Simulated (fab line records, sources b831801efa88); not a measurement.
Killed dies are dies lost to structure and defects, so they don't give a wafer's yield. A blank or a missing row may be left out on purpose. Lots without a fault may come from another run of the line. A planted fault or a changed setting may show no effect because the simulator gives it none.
Which tool did it? | flow gf180mcu | 7 lots, 21 wafers sampled, at 2 steps of a route of 602

WHAT THE GAUGES READ, wafer by wafer
GF_VT_IMPLANT_TW_MEAS_10.
lot  | measured     | on            | VT_IMPLANT_TW
L911 | day 6 08:29  | film_metro-02 | 563 565 562
L915 | day 7 08:57  | film_metro-04 | 572 568 572
L920 | day 8 19:36  | film_metro-02 | 548 547 550
L922 | day 9 09:20  | film_metro-04 | 569 566 570
L927 | day 10 14:08 | film_metro-01 | 563 562 563
L929 | day 11 00:32 | film_metro-01 | 565 563 565
L931 | day 11 14:16 | film_metro-02 | 562 561 562

WHICH TOOL RAN EACH LOT (tool, then ch and the chambers of the sampled wafers, then the start)
lot  | GF_VT_IMPLANT_IMPLANT_08
L911 | implanter-04 ch 0, day 6 08:14
L915 | implanter-03 ch 0, day 7 08:43
L920 | implanter-04 ch 0, day 8 19:21
L922 | implanter-03 ch 0, day 9 09:05
L927 | implanter-03 ch 0, day 10 13:53
L929 | implanter-03 ch 0, day 11 00:17
L931 | implanter-03 ch 0, day 11 14:04
- GF_VT_IMPLANT_IMPLANT_08

THE ANSWER, worked out from the rows above alone
Rule: what is usual is taken from the lots themselves. Put in order of their means at a reading, lots are off if they are a third of the lots or fewer, leave a main group of 4 or more, and stand apart from it by a gap of 3 or more times the standard deviation of the main group's means; of several such gaps the widest counts. A main group whose means are all the same, to the digits that the tables above print for the reading, isn't used. A lot without any number at a reading at which 4 lots or more have one is off too. The other lots that the step has rows for count as sound.
Off: L920, at GF_VT_IMPLANT_TW_MEAS_10 (VT_IMPLANT_TW). The main group: mean 565, standard deviation 3.2.
A tool fits if, at a process step before that reading, it ran every lot that is off, and no sound lot after the first of them. The gauges at GF_VT_IMPLANT_TW_MEAS_10 are tried like those tools. One fits: implanter-04 at GF_VT_IMPLANT_IMPLANT_08. Its last sound lot is L911 (day 6 08:14), its first lot that is off L920 (day 8 19:21): a fault that began between those two fits.

WHAT THE SIMULATOR HAD PUT IN
Process parameter drift: implanter-04, from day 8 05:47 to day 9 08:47, at GF_VT_IMPLANT_IMPLANT_08. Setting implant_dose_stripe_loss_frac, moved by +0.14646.
Lots struck among those shown: L920. The rule above found the same.
